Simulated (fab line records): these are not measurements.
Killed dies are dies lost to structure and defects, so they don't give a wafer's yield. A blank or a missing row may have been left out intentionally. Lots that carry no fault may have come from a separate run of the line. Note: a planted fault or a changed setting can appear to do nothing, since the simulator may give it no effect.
fab line records	flow gf180mcu
[record] lots = 24	wafers = 72	last_day = 34
route steps=602 shown M3@409 V4@480 MIM@507 V5@557
lots untouched by any fault: they come from a run of this same line in which no faults occurred
start_h: hours from the record's first day to the start of the lot's first wafer shown	wait_h: how many hours have passed since the lot's step before this one	" identical to the entry in the row above	L1.1+2: a single row standing in for several wafers	- no value, or no start was given	* or withheld: withheld	< > ~ a bound
route shown NAME@n: names a module that has steps shown in the file, with the first one's number in the route	usual: mean/standard deviation taken from wafers without a fault	same: alike in all rows	chamber/n: place in a boat	sites: readings site by site	_std_site: their standard deviation	_edge_site: inner sites' mean taken away from outer sites' mean	radius_mm: how far each site lies from the wafer's centre	mask NAME#n: copy n	behind: tool/chamber where the wafer was last shaped	hold: reason for holding the lot/hours on hold/outcome of the hold	device: the transistor (n, p or np) that didn't switch	end of line: tests of these same wafers at the route's end	a step without rows: its recipe alone	killed: not the wafer's yield, but the dies lost to structure and defects at the first sort	map: a wafer's dies, marking killed ones x, the rest . and places with no die _
set.NAME: the setting the step ran with; set.NAME@STEP: the setting that earlier step ran with	model.NAME: the simulator's own value behind a step, which no gauge read
a sample of lots followed through the steps of the route, with each step as a table and each wafer as a row
services: a tool's chamber out of use, with start hour (start_h, from the record's first day; less than 0 if before it), hours out, and reason
[[steps]]
[step GF_M3_SPUTTER_00]
[recipe] material = Ti	target_thk_nm = 37.5	arriving_ion_energy_ev = 80	substrate_temp_c = 200	chamber_pressure_pa = 2	power_w = 4000	time_s = 150
[usual] throttle_valve_pct = 30.3/0.96
lot.wafer	tool	chamber	start_h	wait_h	throttle_valve_pct
L074.1	pvd_sputter-02	-	472.66	0.2	29.8
L074.2	"	-	"	"	30.4
L074.5	"	-	"	"	31.1
L075.2	pvd_sputter-01	-	481.49	0.1	31.3
L075.3	"	-	"	"	28.0
L075.4	"	-	"	"	31.4
L076.1	pvd_sputter-01	-	490.92	0.1	31.5
L076.3	"	-	"	"	29.3
L076.5	"	-	"	"	29.5
L077.1	pvd_sputter-01	-	492.46	0.1	31.5
L077.2	"	-	"	"	27.9
L077.4	"	-	"	"	31.5
L078.3	pvd_sputter-01	-	509.47	0.2	28.3
L078.5	"	-	"	"	31.4
L078.6	"	-	"	"	29.5
L079.2	pvd_sputter-01	-	513.79	0.2	31.5
L079.4	"	-	"	"	28.3
L079.6	"	-	"	"	31.5
L080.3	pvd_sputter-02	-	525.69	0.1	29.6
L080.5	"	-	"	"	29.8
L080.6	"	-	"	"	30.7
L081.2	pvd_sputter-03	-	533.24	0.2	31.5
L081.3	"	-	"	"	31.0
L081.6	"	-	"	"	30.5
L082.1	pvd_sputter-02	-	538.69	0.1	30.8
L082.2	"	-	"	"	29.9
L082.5	"	-	"	"	30.9
L083.4	pvd_sputter-01	-	541.62	0.1	31.3
L083.5	"	-	"	"	28.3
L083.6	"	-	"	"	31.4
L084.1	pvd_sputter-02	-	555.24	0.2	30.6
L084.3	"	-	"	"	30.9
L084.5	"	-	"	"	29.5
L085.1	pvd_sputter-03	-	559.66	0.2	31.2
L085.3	"	-	"	"	29.4
L085.5	"	-	"	"	29.6
L086.1	pvd_sputter-02	-	569.70	0.1	29.5
L086.3	"	-	"	"	30.3
L086.4	"	-	"	"	29.5
L087.2	pvd_sputter-03	-	577.29	0.1	29.7
L087.4	"	-	"	"	31.2
L087.6	"	-	"	"	31.4
L088.1	pvd_sputter-02	-	586.99	0.1	29.7
L088.4	"	-	"	"	29.8
L088.6	"	-	"	"	31.0
L089.2	pvd_sputter-02	-	598.67	0.1	29.9
L089.3	"	-	"	"	29.6
L089.4	"	-	"	"	30.4
L090.1	pvd_sputter-02	-	605.39	0.1	29.6
L090.4	"	-	"	"	30.5
L090.6	"	-	"	"	29.4
L091.3	pvd_sputter-02	-	610.08	0.1	29.7
L091.5	"	-	"	"	30.9
L091.6	"	-	"	"	30.5
L092.1	pvd_sputter-03	-	615.96	0.1	29.6
L092.3	"	-	"	"	30.5
L092.4	"	-	"	"	31.5
L093.2	pvd_sputter-01	-	626.51	0.1	28.3
L093.3	"	-	"	"	31.5
L093.4	"	-	"	"	29.5
L094.1	pvd_sputter-01	-	628.45	0.2	31.4
L094.2	"	-	"	"	28.4
L094.5	"	-	"	"	31.6
L095.2	pvd_sputter-02	-	634.29	0.2	29.6
L095.3	"	-	"	"	30.5
L095.6	"	-	"	"	29.6
L096.1	pvd_sputter-01	-	652.84	0.2	28.1
L096.4	"	-	"	"	31.7
L096.6	"	-	"	"	31.3
L097.2	pvd_sputter-03	-	654.76	0.1	29.6
L097.5	"	-	"	"	29.7
L097.6	"	-	"	"	30.3
[step GF_M3_CD_MEAS_14]
[recipe] target_cd_nm = 280
[usual] cd_nm = 280.6/1.1
lot.wafer	tool	chamber	start_h	wait_h	cd_nm
L074.1	cd_sem-01	-	496.65	0.1	282.3
L074.2	"	-	"	"	281.6
L074.5	"	-	"	"	281.0
L075.2	cd_sem-01	-	506.17	0.1	279.6
L075.3	"	-	"	"	279.6
L075.4	"	-	"	"	279.0
L076.1	cd_sem-02	-	514.70	0.1	280.9
L076.3	"	-	"	"	279.9
L076.5	"	-	"	"	280.0
L077.1	cd_sem-02	-	515.93	0.1	282.5
L077.2	"	-	"	"	281.0
L077.4	"	-	"	"	282.4
L078.3	cd_sem-01	-	532.74	0.1	280.2
L078.5	"	-	"	"	281.9
L078.6	"	-	"	"	282.1
L079.2	cd_sem-02	-	536.57	0.1	281.2
L079.4	"	-	"	"	280.7
L079.6	"	-	"	"	281.1
L080.3	cd_sem-01	-	548.44	0.1	280.8
L080.5	"	-	"	"	280.2
L080.6	"	-	"	"	280.1
L081.2	cd_sem-02	-	555.40	0.1	281.9
L081.3	"	-	"	"	280.1
L081.6	"	-	"	"	280.3
L082.1	cd_sem-01	-	560.93	0.1	280.7
L082.2	"	-	"	"	280.5
L082.5	"	-	"	"	281.1
L083.4	cd_sem-01	-	564.14	0.1	279.8
L083.5	"	-	"	"	278.8
L083.6	"	-	"	"	280.3
L084.1	cd_sem-01	-	577.82	0.2	281.0
L084.3	"	-	"	"	281.8
L084.5	"	-	"	"	281.9
L085.1	cd_sem-02	-	581.55	0.2	279.7
L085.3	"	-	"	"	279.5
L085.5	"	-	"	"	280.7
L086.1	cd_sem-01	-	591.35	0.1	279.5
L086.3	"	-	"	"	279.6
L086.4	"	-	"	"	279.3
L087.2	cd_sem-02	-	598.42	0.1	279.5
L087.4	"	-	"	"	279.9
L087.6	"	-	"	"	279.7
L088.1	cd_sem-01	-	608.20	0.1	283.5
L088.4	"	-	"	"	282.7
L088.6	"	-	"	"	282.8
L089.2	cd_sem-01	-	619.82	0.1	279.0
L089.3	"	-	"	"	278.8
L089.4	"	-	"	"	279.0
L090.1	cd_sem-02	-	626.28	0.1	282.9
L090.4	"	-	"	"	281.3
L090.6	"	-	"	"	280.5
L091.3	cd_sem-01	-	630.84	0.1	279.6
L091.5	"	-	"	"	279.9
L091.6	"	-	"	"	279.9
L092.1	cd_sem-01	-	636.95	0.1	280.2
L092.3	"	-	"	"	279.1
L092.4	"	-	"	"	280.2
L093.2	cd_sem-02	-	646.97	0.1	280.7
L093.3	"	-	"	"	279.4
L093.4	"	-	"	"	281.1
L094.1	cd_sem-02	-	648.95	0.1	281.2
L094.2	"	-	"	"	281.4
L094.5	"	-	"	"	283.1
L095.2	cd_sem-02	-	654.29	0.1	280.5
L095.3	"	-	"	"	280.0
L095.6	"	-	"	"	280.4
L096.1	cd_sem-01	-	672.72	0.1	278.8
L096.4	"	-	"	"	279.2
L096.6	"	-	"	"	279.5
L097.2	cd_sem-02	-	674.64	0.1	280.9
L097.5	"	-	"	"	281.4
L097.6	"	-	"	"	281.0
[step GF_M3_OVL_MEAS_15]
[usual] M3_OVL = 0/6
lot.wafer	tool	chamber	start_h	wait_h	M3_OVL[nm]
L074.1	overlay-01	-	496.77	0.1	6
L074.2	"	-	"	"	-1
L074.5	"	-	"	"	-1
L075.2	overlay-02	-	506.27	0.1	-1
L075.3	"	-	"	"	4
L075.4	"	-	"	"	3
L076.1	overlay-01	-	514.82	0.1	2
L076.3	"	-	"	"	4
L076.5	"	-	"	"	-6
L077.1	overlay-01	-	516.05	0.1	-5
L077.2	"	-	"	"	-1
L077.4	"	-	"	"	-2
L078.3	overlay-02	-	532.83	0.1	4
L078.5	"	-	"	"	0
L078.6	"	-	"	"	1
L079.2	overlay-02	-	536.68	0.1	0
L079.4	"	-	"	"	8
L079.6	"	-	"	"	11
L080.3	overlay-01	-	548.53	0.1	2
L080.5	"	-	"	"	1
L080.6	"	-	"	"	12
L081.2	overlay-01	-	555.50	0.1	11
L081.3	"	-	"	"	1
L081.6	"	-	"	"	8
L082.1	overlay-02	-	561.05	0.1	0
L082.2	"	-	"	"	-2
L082.5	"	-	"	"	1
L083.4	overlay-01	-	564.21	0.1	7
L083.5	"	-	"	"	2
L083.6	"	-	"	"	5
L084.1	overlay-02	-	577.94	0.1	-1
L084.3	"	-	"	"	-4
L084.5	"	-	"	"	2
L085.1	overlay-01	-	581.67	0.1	3
L085.3	"	-	"	"	0
L085.5	"	-	"	"	3
L086.1	overlay-01	-	591.47	0.1	8
L086.3	"	-	"	"	9
L086.4	"	-	"	"	-12
L087.2	overlay-01	-	598.53	0.1	-13
L087.4	"	-	"	"	-15
L087.6	"	-	"	"	-12
L088.1	overlay-02	-	608.32	0.1	-8
L088.4	"	-	"	"	0
L088.6	"	-	"	"	6
L089.2	overlay-02	-	619.93	0.1	1
L089.3	"	-	"	"	1
L089.4	"	-	"	"	-1
L090.1	overlay-01	-	626.40	0.1	-1
L090.4	"	-	"	"	4
L090.6	"	-	"	"	3
L091.3	overlay-01	-	630.93	0.1	1
L091.5	"	-	"	"	-11
L091.6	"	-	"	"	-5
L092.1	overlay-01	-	637.07	0.1	-3
L092.3	"	-	"	"	-4
L092.4	"	-	"	"	3
L093.2	overlay-02	-	647.07	0.1	1
L093.3	"	-	"	"	0
L093.4	"	-	"	"	7
L094.1	overlay-02	-	649.07	0.1	4
L094.2	"	-	"	"	6
L094.5	"	-	"	"	-1
L095.2	overlay-01	-	654.40	0.1	11
L095.3	"	-	"	"	-2
L095.6	"	-	"	"	5
L096.1	overlay-02	-	672.84	0.1	-12
L096.4	"	-	"	"	-19
L096.6	"	-	"	"	-8
L097.2	overlay-02	-	674.75	0.1	2
L097.5	"	-	"	"	-7
L097.6	"	-	"	"	1
[step GF_V4_CMP_04]
[recipe] material = SiO2	down_force_psi = 4	platen_rpm = 60	pad_velocity_m_s = 0.94248
[usual] motor_current_A = 11.7/1.2	time_to_endpoint_s = 81/5.7
lot.wafer	tool	chamber	start_h	wait_h	motor_current_A	time_to_endpoint_s
L074.1	cmp-02	0	547.88	0.1	11.5	74
L074.2	"	1	"	"	12.1	74
L074.5	"	3	"	"	11.9	85
L075.3	cmp-02	0	556.37	0.0	12.3	82
L075.2	"	1	"	"	12.3	81
L075.4	"	2	"	"	14.0	90
L076.1	cmp-02	1	564.77	0.1	12.3	76
L076.3	"	2	"	"	14.4	72
L076.5	"	3	"	"	12.4	73
L077.1	cmp-02	1	564.97	0.1	11.9	79
L077.4	"	2	"	"	14.6	80
L077.2	"	3	"	"	12.5	76
L078.3	cmp-01	1	581.84	0.2	11.4	78
L078.5	"	2	"	"	10.9	88
L078.6	"	3	"	"	10.3	75
L079.4	cmp-01	1	584.78	0.1	11.3	89
L079.2	"	2	"	"	10.8	83
L079.6	"	0	"	"	11.3	92
L080.3	cmp-01	0	596.20	0.1	11.5	88
L080.5	"	2	"	"	11.2	87
L080.6	"	3	"	"	10.1	83
L081.3	cmp-01	3	603.61	0.1	10.0	70
L081.2	"	1	"	"	11.5	74
L081.6	"	2	"	"	10.8	85
L082.2	cmp-02	3	608.32	0.0	12.3	75
L082.1	"	1	"	"	12.6	77
L082.5	"	0	"	"	11.1	84
L083.4	cmp-02	0	612.18	0.1	11.7	81
L083.5	"	0	"	"	12.3	81
L083.6	"	1	"	"	12.2	83
L084.1	cmp-01	3	624.47	0.1	10.1	72
L084.3	"	0	"	"	11.3	79
L084.5	"	0	"	"	11.8	87
L085.3	cmp-01	1	628.92	0.1	11.6	83
L085.1	"	3	"	"	10.2	78
L085.5	"	0	"	"	11.0	89
L086.3	cmp-02	2	637.44	0.1	13.5	72
L086.1	"	3	"	"	11.9	68
L086.4	"	0	"	"	11.3	79
L087.4	cmp-02	3	643.29	0.1	12.1	81
L087.2	"	1	"	"	12.3	74
L087.6	"	2	"	"	14.0	78
L088.1	cmp-01	1	653.46	0.2	11.1	88
L088.4	"	0	"	"	11.3	92
L088.6	"	1	"	"	11.1	90
L089.4	cmp-02	1	664.25	0.1	12.0	75
L089.2	"	2	"	"	13.6	69
L089.3	"	3	"	"	12.3	75
L090.4	cmp-02	3	673.42	0.1	11.9	79
L090.1	"	0	"	"	11.7	69
L090.6	"	2	"	"	13.3	76
L091.3	cmp-02	0	674.72	0.6	12.4	85
L091.5	"	1	"	"	11.5	86
L091.6	"	2	"	"	14.2	85
L092.3	cmp-01	3	679.99	0.0	10.3	78
L092.1	"	1	"	"	11.3	76
L092.4	"	2	"	"	11.3	86
L093.3	cmp-01	1	690.39	0.0	11.4	84
L093.4	"	2	"	"	10.5	85
L093.2	"	0	"	"	10.8	73
L094.1	cmp-01	2	691.36	0.1	10.7	84
L094.2	"	1	"	"	11.3	80
L094.5	"	2	"	"	10.9	84
L095.2	cmp-01	0	697.56	0.0	11.0	77
L095.3	"	2	"	"	10.9	78
L095.6	"	0	"	"	11.3	79
L096.4	cmp-01	2	715.76	0.3	10.9	78
L096.1	"	1	"	"	11.8	78
L096.6	"	3	"	"	9.9	79
L097.2	cmp-02	1	717.16	0.2	11.8	79
L097.5	"	2	"	"	13.9	84
L097.6	"	3	"	"	12.4	83
[step GF_MIM_SPUTTER_04]
[recipe] material = TiN	target_thk_nm = 50	power_w = 6500	time_s = 41.7	chamber_pressure_pa = 0.4
[usual] throttle_valve_pct = 30.3/1
lot.wafer	tool	chamber	start_h	wait_h	throttle_valve_pct
L074.1	pvd_sputter-03	-	571.63	0.0	31.4
L074.2	"	-	"	"	30.6
L074.5	"	-	"	"	31.1
L075.2	pvd_sputter-03	-	580.71	0.0	29.6
L075.3	"	-	"	"	31.4
L075.4	"	-	"	"	30.9
L076.1	pvd_sputter-02	-	588.82	0.0	30.7
L076.3	"	-	"	"	31.1
L076.5	"	-	"	"	29.5
L077.1	pvd_sputter-01	-	589.20	0.0	31.5
L077.2	"	-	"	"	28.1
L077.4	"	-	"	"	29.5
L078.3	pvd_sputter-01	-	605.27	0.0	29.3
L078.5	"	-	"	"	31.5
L078.6	"	-	"	"	31.6
L079.2	pvd_sputter-01	-	607.60	0.0	31.5
L079.4	"	-	"	"	31.4
L079.6	"	-	"	"	29.2
L080.3	pvd_sputter-01	-	618.79	0.0	31.8
L080.5	"	-	"	"	28.0
L080.6	"	-	"	"	31.5
L081.2	pvd_sputter-03	-	626.76	0.0	30.4
L081.3	"	-	"	"	31.3
L081.6	"	-	"	"	30.7
L082.1	pvd_sputter-03	-	631.17	0.0	30.6
L082.2	"	-	"	"	31.6
L082.5	"	-	"	"	30.4
L083.4	pvd_sputter-03	-	634.17	0.0	30.9
L083.5	"	-	"	"	29.7
L083.6	"	-	"	"	30.7
L084.1	pvd_sputter-02	-	646.91	0.0	30.7
L084.3	"	-	"	"	30.5
L084.5	"	-	"	"	30.8
L085.1	pvd_sputter-01	-	651.79	0.0	28.3
L085.3	"	-	"	"	31.6
L085.5	"	-	"	"	31.5
L086.1	pvd_sputter-02	-	659.07	0.0	29.1
L086.3	"	-	"	"	30.8
L086.4	"	-	"	"	30.8
L087.2	pvd_sputter-01	-	664.62	0.0	31.1
L087.4	"	-	"	"	31.6
L087.6	"	-	"	"	29.6
L088.1	pvd_sputter-02	-	674.99	0.0	30.4
L088.4	"	-	"	"	29.7
L088.6	"	-	"	"	30.8
L089.2	pvd_sputter-03	-	684.45	0.0	30.8
L089.3	"	-	"	"	30.5
L089.4	"	-	"	"	31.2
L090.1	pvd_sputter-03	-	694.09	0.0	31.1
L090.4	"	-	"	"	29.3
L090.6	"	-	"	"	30.4
L091.3	pvd_sputter-01	-	696.09	0.0	31.5
L091.5	"	-	"	"	28.4
L091.6	"	-	"	"	31.4
L092.1	pvd_sputter-02	-	700.57	0.0	30.9
L092.3	"	-	"	"	30.5
L092.4	"	-	"	"	29.3
L093.2	pvd_sputter-01	-	710.65	0.0	31.1
L093.3	"	-	"	"	31.4
L093.4	"	-	"	"	28.5
L094.1	pvd_sputter-03	-	711.85	0.0	29.6
L094.2	"	-	"	"	31.5
L094.5	"	-	"	"	30.4
L095.2	pvd_sputter-01	-	717.92	0.0	28.2
L095.3	"	-	"	"	31.5
L095.6	"	-	"	"	31.7
L096.1	pvd_sputter-01	-	735.91	0.0	29.1
L096.4	"	-	"	"	27.9
L096.6	"	-	"	"	28.4
L097.2	pvd_sputter-02	-	736.67	0.0	31.1
L097.5	"	-	"	"	30.7
L097.6	"	-	"	"	31.0
[step GF_V5_ETCH_17]
[recipe] chemistry = C4F8/O2/Ar	mask_material = KrF	target = SiO2	stop_on = TiN	source_w = 1500	bias_w = 1200	pressure_mtorr = 40	c4f8_flow_sccm = withheld	O2_flow_sccm = 6	Ar_flow_sccm = 300	time_s = withheld	target_depth_a = 8550
[usual] oes_product_au = 0.859/0.005
lot.wafer	tool	chamber	start_h	wait_h	oes_product_au
L074.1	rie_diel-04	2	-	-	0.862
L074.2	"	1	"	"	0.850
L074.5	"	3	"	"	0.867
L075.2	rie_diel-04	1	-	-	0.856
L075.3	"	3	"	"	0.858
L075.4	"	0	"	"	0.851
L077.1	rie_diel-01	0	-	-	0.851
L077.2	"	2	"	"	0.861
L077.4	"	1	"	"	0.868
L076.1	rie_diel-04	1	-	-	0.852
L076.3	"	0	"	"	0.858
L076.5	"	1	"	"	0.861
L078.3	rie_diel-03	3	-	-	0.858
L078.5	"	0	"	"	0.852
L078.6	"	1	"	"	0.848
L079.2	rie_diel-01	3	-	-	0.865
L079.4	"	1	"	"	0.860
L079.6	"	0	"	"	0.863
L080.3	rie_diel-01	1	-	-	0.859
L080.5	"	0	"	"	0.855
L080.6	"	1	"	"	0.854
L081.2	rie_diel-04	1	-	-	0.855
L081.3	"	0	"	"	0.852
L081.6	"	2	"	"	0.854
L082.1	rie_diel-04	0	-	-	0.847
L082.2	"	1	"	"	0.860
L082.5	"	0	"	"	0.858
L083.4	rie_diel-03	0	-	-	0.852
L083.5	"	2	"	"	0.856
L083.6	"	1	"	"	0.863
L084.1	rie_diel-01	1	-	-	0.852
L084.3	"	2	"	"	0.867
L084.5	"	0	"	"	0.864
L085.1	rie_diel-01	2	-	-	0.861
L085.3	"	1	"	"	0.853
L085.5	"	2	"	"	0.865
L086.1	rie_diel-03	2	-	-	0.858
L086.3	"	1	"	"	0.863
L086.4	"	0	"	"	0.862
L087.2	rie_diel-01	1	-	-	0.856
L087.4	"	0	"	"	0.859
L087.6	"	0	"	"	0.857
L088.1	rie_diel-01	2	-	-	0.856
L088.4	"	1	"	"	0.858
L088.6	"	2	"	"	0.867
L089.2	rie_diel-03	0	-	-	0.861
L089.3	"	2	"	"	0.859
L089.4	"	3	"	"	0.856
L090.1	rie_diel-04	0	-	-	0.862
L090.4	"	2	"	"	0.856
L090.6	"	2	"	"	0.860
L091.3	rie_diel-01	0	-	-	0.860
L091.5	"	3	"	"	0.854
L091.6	"	0	"	"	0.865
L092.1	rie_diel-04	3	-	-	0.863
L092.3	"	1	"	"	0.863
L092.4	"	2	"	"	0.848
L093.2	rie_diel-01	2	-	-	0.864
L093.3	"	0	"	"	0.857
L093.4	"	1	"	"	0.865
L094.1	rie_diel-03	2	-	-	0.860
L094.2	"	3	"	"	0.859
L094.5	"	1	"	"	0.856
L095.2	rie_diel-04	0	-	-	0.868
L095.3	"	1	"	"	0.862
L095.6	"	2	"	"	0.866
L096.1	rie_diel-04	2	-	-	0.862
L096.4	"	1	"	"	0.862
L096.6	"	0	"	"	0.865
L097.2	rie_diel-01	0	-	-	0.854
L097.5	"	3	"	"	0.851
L097.6	"	2	"	"	0.851
[[services]]
tool	chamber	start_h	hours	kind
cmp-01	-	460.01	7.6	pm
cmp-01	-	472.18	5.2	repair
cmp-02	-	497.91	3.0	repair
rie_diel-03	-	504.27	0.2	repair
cmp-01	-	504.32	4.2	repair
pvd_sputter-02	-	520.89	0.6	repair
pvd_sputter-03	-	539.47	9.2	repair
cmp-01	-	572.11	4.0	pm
cmp-02	-	575.66	11.2	repair
pvd_sputter-02	-	577.15	8.9	repair
cmp-02	-	586.88	19.9	pm
cmp-01	-	590.80	0.4	repair
cmp-01	-	606.97	16.2	pm
cmp-02	-	652.43	1.7	repair
rie_diel-04	2	663.74	4.6	repair
rie_diel-01	-	685.54	14.6	pm
pvd_sputter-01	-	689.69	1.0	repair
cmp-01	-	709.52	3.2	repair
cmp-02	-	714.14	2.4	pm
cmp-01	-	719.20	0.8	repair
pvd_sputter-02	-	736.99	4.6	repair
cmp-02	-	744.00	4.0	pm
cmp-01	-	762.70	1.1	repair
rie_diel-04	0	765.88	5.4	repair
[[key]]
fault none
